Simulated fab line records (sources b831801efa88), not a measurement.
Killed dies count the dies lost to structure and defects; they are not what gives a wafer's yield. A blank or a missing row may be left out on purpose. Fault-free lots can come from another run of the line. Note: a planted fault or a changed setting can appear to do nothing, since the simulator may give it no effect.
Which tool is to blame? -- flow sky130 -- 12 lots, 36 wafers sampled, at 5 steps of a route of 708

== WHAT THE GAUGES READ, wafer by wafer ==
No reading from a measuring or inspecting step in the record can be judged against a usual standard deviation.

== WHAT TOOL EACH LOT RAN ON (gives the tool, then ch and the chambers of the sampled wafers, and finally the start) ==
lot,SKY_METAL3_STRIP_19,SKY_VIA3_SPUTTER_20,SKY_METAL4_SPUTTER_01,SKY_CAP2M_CVD_00,SKY_PAD_OPEN_PROBE_99
L243,"plasma_asher-03 ch 0,1, day 38 16:57","pvd_sputter-02, day 39 20:40","pvd_sputter-01, day 39 21:22","pecvd-02 ch 0,1,2, day 39 21:29","prober-02, day 45 21:28"
L245,"plasma_asher-03 ch 0,1, day 39 17:34","pvd_sputter-03, day 40 19:46","pvd_sputter-02, day 40 20:28","pecvd-03 ch 1,2, day 40 20:35","prober-01, day 46 18:17"
L246,"plasma_asher-03 ch 0,1, day 40 01:01","pvd_sputter-03, day 41 03:29","pvd_sputter-02, day 41 04:12","pecvd-01 ch 0,1,2, day 41 04:20","prober-02, day 47 02:32"
L248,"plasma_asher-03 ch 0,1, day 40 07:43","pvd_sputter-03, day 41 09:37","pvd_sputter-01, day 41 10:18","pecvd-01 ch 0,1,2, day 41 10:26","prober-01, day 47 06:08"
L252,"plasma_asher-01 ch 0,1, day 41 11:55","pvd_sputter-04, day 42 12:53","pvd_sputter-01, day 42 13:40","pecvd-01 ch 0,1,2, day 42 13:47","prober-02, day 48 04:32"
L253,"plasma_asher-03 ch 0, day 41 17:19","pvd_sputter-04, day 42 18:02",-,-,"prober-02, day 48 08:54"
L254,"plasma_asher-03 ch 0,1, day 42 09:16","pvd_sputter-02, day 43 10:17",-,-,"prober-01, day 48 22:59"
L257,"plasma_asher-04 ch 0,1, day 43 02:49","pvd_sputter-04, day 44 03:22","pvd_sputter-02, day 44 04:19","pecvd-01 ch 1,2, day 44 04:27","prober-02, day 49 11:36"
L258,"plasma_asher-03 ch 0,1, day 43 12:52","pvd_sputter-04, day 44 14:05","pvd_sputter-02, day 44 14:46","pecvd-03 ch 0,1,2, day 44 14:54","prober-01, day 49 21:44"
L261,"plasma_asher-01 ch 0,1, day 44 00:55","pvd_sputter-03, day 45 01:32","pvd_sputter-01, day 45 02:14","pecvd-02 ch 0,1,2, day 45 02:22","prober-02, day 50 05:55"
L262,"plasma_asher-04 ch 0,1, day 44 11:22","pvd_sputter-02, day 45 10:31","pvd_sputter-03, day 45 11:12","pecvd-01 ch 0,1,2, day 45 11:20","prober-02, day 50 14:00"
L265,"plasma_asher-01 ch 0,1, day 45 23:19","pvd_sputter-04, day 46 21:49","pvd_sputter-02, day 46 22:31","pecvd-01 ch 0,2, day 46 22:38","prober-01, day 51 14:29"
- SKY_METAL3_STRIP_19: strips in O2/N2.
- SKY_VIA3_SPUTTER_20: material TiN, target thk 20 nm, time 80 s.
- SKY_METAL4_SPUTTER_01: material TiN, target thk 20 nm, time 16.7 s.
- SKY_CAP2M_CVD_00: deposits SiO2, target thk 15.5 nm.
- SKY_PAD_OPEN_PROBE_99

== AS READ BY THE TOOLS THEMSELVES (means over the sampled wafers that have a number; for cases with no such wafer, the mark the record gives instead) ==
SKY_METAL3_STRIP_19. Usual: drypump_motor_current_A 6.0 A, standard deviation 0.41; oes_product_au 0.502 a.u., standard deviation 0.0056; strip_time_to_endpoint_s 6.53 s, standard deviation 0.076.
lot,tool,drypump_motor_current_A (A),oes_product_au (a.u.),strip_time_to_endpoint_s (s),flag
L243,plasma_asher-03,6.2,0.502,6.50,
L245,plasma_asher-03,6.2,0.500,6.49,
L246,plasma_asher-03,5.9,0.501,6.52,
L248,plasma_asher-03,6.2,0.506,6.63,
L252,plasma_asher-01,5.9,0.503,6.54,
L253,plasma_asher-03,6.5,0.502,6.55,
L254,plasma_asher-03,5.8,0.509,6.63,
L257,plasma_asher-04,6.0,0.503,6.50,
L258,plasma_asher-03,5.9,0.505,6.61,
L261,plasma_asher-01,5.9,0.509,6.60,
L262,plasma_asher-04,6.0,0.502,6.55,
L265,plasma_asher-01,5.9,0.498,6.49,

SKY_VIA3_SPUTTER_20. Usual: cathode_dc_power_W 4000.0 W, standard deviation 0.66; chamber_pressure_pa 5.000 Pa, standard deviation 0.01; throttle_valve_pct 29.5 %, standard deviation 0.8.
lot,tool,cathode_dc_power_W (W),chamber_pressure_pa (Pa),throttle_valve_pct (%),flag
L243,pvd_sputter-02,3999.8,4.994,27.8,
L245,pvd_sputter-03,4000.2,4.999,30.0,
L246,pvd_sputter-03,4000.1,4.998,29.4,
L248,pvd_sputter-03,4000.1,4.996,29.8,
L252,pvd_sputter-04,3999.8,5.000,30.2,
L253,pvd_sputter-04,-,-,-,OFF
L254,pvd_sputter-02,-,-,-,OFF
L257,pvd_sputter-04,3999.6,5.005,29.6,
L258,pvd_sputter-04,3999.9,4.998,30.0,
L261,pvd_sputter-03,4000.4,5.002,29.4,
L262,pvd_sputter-02,4000.0,5.004,28.6,
L265,pvd_sputter-04,3999.3,5.002,30.1,

SKY_METAL4_SPUTTER_01. Usual: cathode_dc_power_W 6500.0 W, standard deviation 1.2; chamber_pressure_pa 0.3945 Pa, standard deviation 0.00078; throttle_valve_pct 29.7 %, standard deviation 1.
lot,tool,cathode_dc_power_W (W),chamber_pressure_pa (Pa),throttle_valve_pct (%),flag
L243,pvd_sputter-01,6500.3,0.3940,30.7,
L245,pvd_sputter-02,6499.3,0.3944,28.8,
L246,pvd_sputter-02,6501.2,0.3937,29.5,
L248,pvd_sputter-01,6501.2,0.3952,30.5,
L252,pvd_sputter-01,6499.4,0.3945,29.8,
L257,pvd_sputter-02,6500.2,0.3940,29.5,
L258,pvd_sputter-02,6499.7,0.3944,28.5,
L261,pvd_sputter-01,6499.4,0.3947,30.0,
L262,pvd_sputter-03,6500.7,0.3946,29.6,
L265,pvd_sputter-02,6499.6,0.3947,29.6,

SKY_CAP2M_CVD_00. Usual: heater_power_w 738 W, standard deviation 110.
lot,tool,heater_power_w (W),flag
L243,pecvd-02,674,
L245,pecvd-03,644,
L246,pecvd-01,799,
L248,pecvd-01,843,
L252,pecvd-01,822,
L257,pecvd-01,796,
L258,pecvd-03,653,
L261,pecvd-02,693,
L262,pecvd-01,785,
L265,pecvd-01,837,

SKY_PAD_OPEN_PROBE_99. Usual: defect_limited_yield 82.4 %, standard deviation 2; killed_at_M0_to_M3 43, standard deviation 6.8; killed_at_M4_up 3.1, standard deviation 1.8; killed_at_contacts 25, standard deviation 5.8; killed_at_front_end 15, standard deviation 4.2; killed_at_other 0.3, standard deviation 0.5; killed_dies 87, standard deviation 9.7; killed_on_rim 17, standard deviation 4.1; killed_open 47, standard deviation 7.3; killed_short 39, standard deviation 6.6; sort_bin_3_pad_short 0.9 %, standard deviation 0.37; sort_bin_5_function 10.4 %, standard deviation 1.4; sort_bin_6_memory 6.3 %, standard deviation 1.1; sort_n_pass 405, standard deviation 9.7; sort_yield_pct 82.4 %, standard deviation 2.
lot,tool,defect_limited_yield (%),killed_at_M0_to_M3,killed_at_M4_up,killed_at_contacts,killed_at_front_end,killed_at_other,killed_dies,killed_on_rim,killed_open,killed_short,sort_bin_3_pad_short (%),sort_bin_5_function (%),sort_bin_6_memory (%),sort_n_pass,sort_yield_pct (%),flag
L243,prober-02,84.1,40,3.7,21,13,0.0,78,14,41,37,1.1,9.9,4.9,414,84.1,
L245,prober-01,80.4,50,3.7,22,20,0.3,97,16,55,41,0.7,11.9,7.1,395,80.4,
L246,prober-02,83.1,40,4.3,23,16,0.0,83,17,38,46,0.9,9.8,6.2,409,83.1,
L248,prober-01,82.4,44,2.3,20,19,0.3,87,14,48,39,0.7,11.3,5.6,405,82.4,
L252,prober-02,82.5,45,3.0,23,15,0.0,86,15,50,36,0.7,10.2,6.6,406,82.5,
L253,prober-02,0.0,453,2.3,22,15,0.7,492,96,41,33,0.4,93.9,5.7,0,0.0,OFF
L254,prober-01,0.0,438,2.3,28,24,0.0,492,96,57,36,0.9,91.7,7.3,0,0.0,OFF
L257,prober-02,83.0,45,2.7,23,13,0.0,84,18,42,42,0.5,9.5,7.0,408,83.0,
L258,prober-01,82.2,46,3.7,24,14,0.0,88,16,43,45,0.9,10.3,6.6,404,82.2,
L261,prober-02,81.8,46,4.0,26,13,0.3,89,17,53,37,1.3,10.6,6.2,403,81.8,
L262,prober-02,83.7,41,6.0,20,13,0.0,80,15,43,38,1.0,9.2,6.1,412,83.7,
L265,prober-01,82.7,47,4.0,22,12,0.3,85,18,43,42,1.1,9.9,6.3,407,82.7,

== THE ANSWER, worked out from the rows above alone ==
Rule: a lot counts as off when the mean over its wafers that have a number is more than 3 standard deviations away from the usual mean. A lot without any number at a reading at which 4 lots or more have one is off too. Any other lot the step has rows for is counted as sound. First the gauges in route order, then the tools' own readings, where a lot's mean is used as printed above. At the first step where some lot is off, the reading lying furthest off is the one used; lots without a number count as furthest.
Off, at SKY_VIA3_SPUTTER_20 on cathode_dc_power_W: L253, L254. Without a number there: L253, L254.
A tool fits if, at that step or a process step before it, it ran every lot that is off, and no sound lot after the first of them. Not one of the candidates tried fits.

== WHAT THE SIMULATOR HAD INSERTED ==
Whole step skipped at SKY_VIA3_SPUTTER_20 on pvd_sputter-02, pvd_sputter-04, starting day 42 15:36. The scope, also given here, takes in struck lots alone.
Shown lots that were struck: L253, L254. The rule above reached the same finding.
